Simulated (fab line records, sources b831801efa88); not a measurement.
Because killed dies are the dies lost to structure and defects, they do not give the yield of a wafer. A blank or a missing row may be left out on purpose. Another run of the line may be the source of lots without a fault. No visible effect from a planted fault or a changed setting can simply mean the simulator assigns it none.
Which tool is to blame? / flow gf180mcu / 14 lots, 42 wafers sampled, at 4 steps of a route of 602

== WHAT THE GAUGES SHOWED, per wafer ==
GF_STI_THK_MEAS_04. Usual: STI_CVD_03_THK 207.1 nm, standard deviation 1.8.
lot=L445; measured=day 1 18:34; on=filmMetro-04; STI_CVD_03_THK (nm)=209.3 208.6 208.4; flag=
lot=L446; measured=day 1 23:34; on=filmMetro-03; STI_CVD_03_THK (nm)=207.3 205.9 205.8; flag=
lot=L447; measured=day 2 06:31; on=filmMetro-04; STI_CVD_03_THK (nm)=205.9 205.3 205.6; flag=
lot=L448; measured=day 2 09:34; on=filmMetro-03; STI_CVD_03_THK (nm)=207.7 207.2 206.9; flag=
lot=L449; measured=day 2 14:34; on=filmMetro-04; STI_CVD_03_THK (nm)=209.2 207.4 209.8; flag=
lot=L452; measured=day 3 05:35; on=filmMetro-04; STI_CVD_03_THK (nm)=207.1 205.9 207.4; flag=
lot=L453; measured=day 3 10:34; on=filmMetro-04; STI_CVD_03_THK (nm)=206.4 207.4 207.2; flag=
lot=L455; measured=day 3 21:11; on=filmMetro-03; STI_CVD_03_THK (nm)=208.1 208.1 207.6; flag=
lot=L457; measured=day 4 09:07; on=filmMetro-02; STI_CVD_03_THK (nm)=208.2 207.6 207.2; flag=
lot=L463; measured=day 5 13:53; on=filmMetro-02; STI_CVD_03_THK (nm)=206.8 207.9 207.9; flag=
lot=L464; measured=day 5 18:05; on=filmMetro-03; STI_CVD_03_THK (nm)=210.0 208.9 210.5; flag=
lot=L465; measured=day 5 23:29; on=filmMetro-03; STI_CVD_03_THK (nm)=204.9 204.3 203.2; flag=
lot=L466; measured=day 6 03:34; on=filmMetro-02; STI_CVD_03_THK (nm)=204.8 204.0 205.4; flag=
lot=L467; measured=day 6 10:53; on=filmMetro-02; STI_CVD_03_THK (nm)=206.0 206.9 207.4; flag=

GF_SALICIDE_RS_MEAS_04: the measuring method here is four-point-probe. Usual: SALICIDE_TIN_RS 16.4 ohm/sq, standard deviation 0.35.
lot=L445; measured=day 15 12:01; on=filmMetro-04; SALICIDE_TIN_RS (ohm/sq)=16.5 16.8 16.6; flag=
lot=L446; measured=day 15 21:37; on=filmMetro-01; SALICIDE_TIN_RS (ohm/sq)=16.4 15.7 16.4; flag=
lot=L447; measured=day 16 13:05; on=filmMetro-03; SALICIDE_TIN_RS (ohm/sq)=16.7 16.0 16.8; flag=
lot=L448; measured=day 16 18:47; on=filmMetro-03; SALICIDE_TIN_RS (ohm/sq)=16.4 16.1 16.0; flag=
lot=L449; measured=day 17 04:41; on=filmMetro-03; SALICIDE_TIN_RS (ohm/sq)=17.0 16.5 16.7; flag=
lot=L452; measured=day 17 21:17; on=filmMetro-01; SALICIDE_TIN_RS (ohm/sq)=16.9 16.4 16.4; flag=
lot=L453; measured=day 18 10:32; on=filmMetro-03; SALICIDE_TIN_RS (ohm/sq)=16.0 16.0 15.6; flag=
lot=L455; measured=day 19 07:19; on=filmMetro-03; SALICIDE_TIN_RS (ohm/sq)=16.4 16.6 16.2; flag=
lot=L457; measured=day 19 23:07; on=filmMetro-01; SALICIDE_TIN_RS (ohm/sq)=15.9 16.4 16.1; flag=
lot=L463; measured=day 22 05:09; on=filmMetro-03; SALICIDE_TIN_RS (ohm/sq)=16.8 16.8 16.7; flag=
lot=L464; measured=day 22 07:46; on=filmMetro-03; SALICIDE_TIN_RS (ohm/sq)=16.1 16.2 16.1; flag=
lot=L465; measured=day 22 17:10; on=filmMetro-03; SALICIDE_TIN_RS (ohm/sq)=15.9 16.1 16.5; flag=
lot=L466; measured=day 22 18:38; on=filmMetro-03; SALICIDE_TIN_RS (ohm/sq)=16.4 16.6 16.7; flag=
lot=L467; measured=day 23 03:49; on=filmMetro-03; SALICIDE_TIN_RS (ohm/sq)=16.0 16.4 16.2; flag=

GF_CONTACT_THK_MEAS_03. Usual: CONTACT_CVD_02_THK 859 nm, standard deviation 12.
lot=L445; measured=day 15 12:48; on=filmMetro-01; CONTACT_CVD_02_THK (nm)=856 880 871; flag=
lot=L446; measured=day 15 22:15; on=filmMetro-02; CONTACT_CVD_02_THK (nm)=855 870 858; flag=
lot=L447; measured=day 16 13:44; on=filmMetro-02; CONTACT_CVD_02_THK (nm)=844 854 868; flag=
lot=L448; measured=day 16 19:28; on=filmMetro-02; CONTACT_CVD_02_THK (nm)=828 854 856; flag=
lot=L449; measured=day 17 05:20; on=filmMetro-02; CONTACT_CVD_02_THK (nm)=850 872 867; flag=
lot=L452; measured=day 17 21:56; on=filmMetro-02; CONTACT_CVD_02_THK (nm)=848 883 871; flag=
lot=L453; measured=day 18 11:17; on=filmMetro-04; CONTACT_CVD_02_THK (nm)=854 845 866; flag=
lot=L455; measured=day 19 07:57; on=filmMetro-01; CONTACT_CVD_02_THK (nm)=884 874 885; flag=
lot=L457; measured=day 19 23:50; on=filmMetro-01; CONTACT_CVD_02_THK (nm)=850 853 854; flag=
lot=L463; measured=day 22 05:47; on=filmMetro-02; CONTACT_CVD_02_THK (nm)=862 862 872; flag=
lot=L464; measured=day 22 08:31; on=filmMetro-04; CONTACT_CVD_02_THK (nm)=865 875 881; flag=
lot=L465; measured=day 22 17:49; on=filmMetro-04; CONTACT_CVD_02_THK (nm)=842 879 858; flag=
lot=L466; measured=day 22 19:16; on=filmMetro-01; CONTACT_CVD_02_THK (nm)=861 856 838; flag=
lot=L467; measured=day 23 04:31; on=filmMetro-01; CONTACT_CVD_02_THK (nm)=860 864 853; flag=

== TOOL THAT RAN EACH LOT (tool first, then ch and the chambers of the sampled wafers, then the start) ==
lot=L445; GF_VT_IMPLANT_SOFTBAKE_14=lithoTrack-02 ch 0, day 6 05:00
lot=L446; GF_VT_IMPLANT_SOFTBAKE_14=lithoTrack-04 ch 0, day 6 10:20
lot=L447; GF_VT_IMPLANT_SOFTBAKE_14=lithoTrack-03 ch 0, day 6 18:06
lot=L448; GF_VT_IMPLANT_SOFTBAKE_14=lithoTrack-02 ch 0, day 6 22:23
lot=L449; GF_VT_IMPLANT_SOFTBAKE_14=lithoTrack-03 ch 0, day 7 03:10
lot=L452; GF_VT_IMPLANT_SOFTBAKE_14=lithoTrack-04 ch 0, day 7 22:52
lot=L453; GF_VT_IMPLANT_SOFTBAKE_14=lithoTrack-04 ch 0, day 8 05:44
lot=L455; GF_VT_IMPLANT_SOFTBAKE_14=lithoTrack-04 ch 0, day 8 18:52
lot=L457; GF_VT_IMPLANT_SOFTBAKE_14=lithoTrack-03 ch 0, day 9 11:13
lot=L463; GF_VT_IMPLANT_SOFTBAKE_14=lithoTrack-02 ch 0, day 10 22:44
lot=L464; GF_VT_IMPLANT_SOFTBAKE_14=lithoTrack-03 ch 0, day 11 05:15
lot=L465; GF_VT_IMPLANT_SOFTBAKE_14=lithoTrack-02 ch 0, day 11 10:38
lot=L466; GF_VT_IMPLANT_SOFTBAKE_14=lithoTrack-04 ch 0, day 11 14:50
lot=L467; GF_VT_IMPLANT_SOFTBAKE_14=lithoTrack-04 ch 0, day 11 22:12
- GF_VT_IMPLANT_SOFTBAKE_14: time 60 s.

== AS READ BY THE TOOLS THEMSELVES (means over the sampled wafers that have a number; for cases with no such wafer, the mark the record gives instead) ==
GF_VT_IMPLANT_SOFTBAKE_14. Usual: runLengthS reads 89.0 s (standard deviation 0.31).
lot=L445; tool=lithoTrack-02; runLengthS (s)=89.3; flag=
lot=L446; tool=lithoTrack-04; runLengthS (s)=88.6; flag=
lot=L447; tool=lithoTrack-03; runLengthS (s)=89.1; flag=
lot=L448; tool=lithoTrack-02; runLengthS (s)=89.3; flag=
lot=L449; tool=lithoTrack-03; runLengthS (s)=89.2; flag=
lot=L452; tool=lithoTrack-04; runLengthS (s)=88.7; flag=
lot=L453; tool=lithoTrack-04; runLengthS (s)=97.1; flag=OFF
lot=L455; tool=lithoTrack-04; runLengthS (s)=97.0; flag=OFF
lot=L457; tool=lithoTrack-03; runLengthS (s)=89.1; flag=
lot=L463; tool=lithoTrack-02; runLengthS (s)=89.4; flag=
lot=L464; tool=lithoTrack-03; runLengthS (s)=89.1; flag=
lot=L465; tool=lithoTrack-02; runLengthS (s)=89.3; flag=
lot=L466; tool=lithoTrack-04; runLengthS (s)=88.8; flag=
lot=L467; tool=lithoTrack-04; runLengthS (s)=88.7; flag=

== THE ANSWER, worked out from the rows above alone ==
Rule: take the mean of a lot's wafers that have a number; if it is more than 3 standard deviations from the usual mean, the lot is off. A lot without any number at a reading at which 4 lots or more have one is off too. Where the step has rows for the other lots, those lots are counted as sound. After the gauges, taken in route order, come the tools' own readings; for these a lot's mean is taken, as printed above. The first step at which some lot is off is used, and at that step the reading that is off furthest; a lot without a number counts as furthest.
Off: L453, L455, at GF_VT_IMPLANT_SOFTBAKE_14 (runLengthS).
A tool fits if, at that step or a process step before it, it ran every lot that is off, and no sound lot after the first of them. None of those tried fits.

== WHAT WAS PUT IN BY THE SIMULATOR ==
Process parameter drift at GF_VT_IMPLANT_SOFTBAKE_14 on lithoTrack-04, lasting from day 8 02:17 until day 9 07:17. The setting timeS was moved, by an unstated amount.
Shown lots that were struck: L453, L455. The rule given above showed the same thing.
